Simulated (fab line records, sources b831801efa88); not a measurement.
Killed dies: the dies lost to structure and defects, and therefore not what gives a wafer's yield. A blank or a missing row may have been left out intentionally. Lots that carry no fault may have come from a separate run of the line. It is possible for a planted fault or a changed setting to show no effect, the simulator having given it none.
Which of the tools did it? / flow gf180mcu / Sampling: 6 lots, 18 wafers, 3 of 602 route steps

== WHAT EACH GAUGE READ, for each wafer ==
GF_NWELL_TW_MEAS_11.
lot=L177; measured=day 3 23:38; on=film-metro-02; NWELL_TW=1562 1559 1563
lot=L184; measured=day 5 09:14; on=film-metro-04; NWELL_TW=1400 1397 1394
lot=L187; measured=day 6 01:39; on=film-metro-02; NWELL_TW=1398 1405 1403
lot=L189; measured=day 6 11:39; on=film-metro-04; NWELL_TW=1552 1562 1561
lot=L196; measured=day 8 04:54; on=film-metro-02; NWELL_TW=1568 1571 1570
lot=L198; measured=day 8 13:59; on=film-metro-02; NWELL_TW=1561 1561 1568

== TOOL THAT RAN EACH LOT (tool first, then ch and the chambers of the sampled wafers, then the start) ==
lot=L177; GF_NWELL_IMPLANT_08=implanter-02 ch 0, day 3 23:14; GF_NWELL_STRIP_10=plasma-asher-03 ch 0, day 3 23:32
lot=L184; GF_NWELL_IMPLANT_08=implanter-02 ch 0, day 5 08:50; GF_NWELL_STRIP_10=plasma-asher-03 ch 0,1, day 5 09:08
lot=L187; GF_NWELL_IMPLANT_08=implanter-02 ch 0, day 6 01:15; GF_NWELL_STRIP_10=plasma-asher-01 ch 0,1, day 6 01:33
lot=L189; GF_NWELL_IMPLANT_08=implanter-01 ch 0, day 6 11:16; GF_NWELL_STRIP_10=plasma-asher-04 ch 0,1, day 6 11:32
lot=L196; GF_NWELL_IMPLANT_08=implanter-01 ch 0, day 8 04:31; GF_NWELL_STRIP_10=plasma-asher-01 ch 1, day 8 04:47
lot=L198; GF_NWELL_IMPLANT_08=implanter-02 ch 0, day 8 13:35; GF_NWELL_STRIP_10=plasma-asher-04 ch 0,1, day 8 13:53
- GF_NWELL_IMPLANT_08
- GF_NWELL_STRIP_10: strips in O2/N2.

== THE ANSWER, worked out from the rows above alone ==
Rule: the usual values come from the lots themselves. Put in order of their means at a reading, lots are off if they are a third of the lots or fewer, leave a main group of 4 or more, and stand apart from it by a gap of 3 or more times the standard deviation of the main group's means; of several such gaps the widest counts. If all means in a main group match to the digits the tables above print for the reading, that group is not used. Also off: a lot with no number at a reading for which 4 or more lots have one. The other lots that the step has rows for count as sound.
Off: L184, L187, at GF_NWELL_TW_MEAS_11 (NWELL_TW). The main group: mean 1563, standard deviation 4.2.
If a tool, at a process step before that reading, ran all the lots that are off and no sound lot after the first of them, it fits. Those tools and the gauges at GF_NWELL_TW_MEAS_11 are tried in the same way. Not one of the candidates tried fits.

== WHAT WAS PUT IN BY THE SIMULATOR ==
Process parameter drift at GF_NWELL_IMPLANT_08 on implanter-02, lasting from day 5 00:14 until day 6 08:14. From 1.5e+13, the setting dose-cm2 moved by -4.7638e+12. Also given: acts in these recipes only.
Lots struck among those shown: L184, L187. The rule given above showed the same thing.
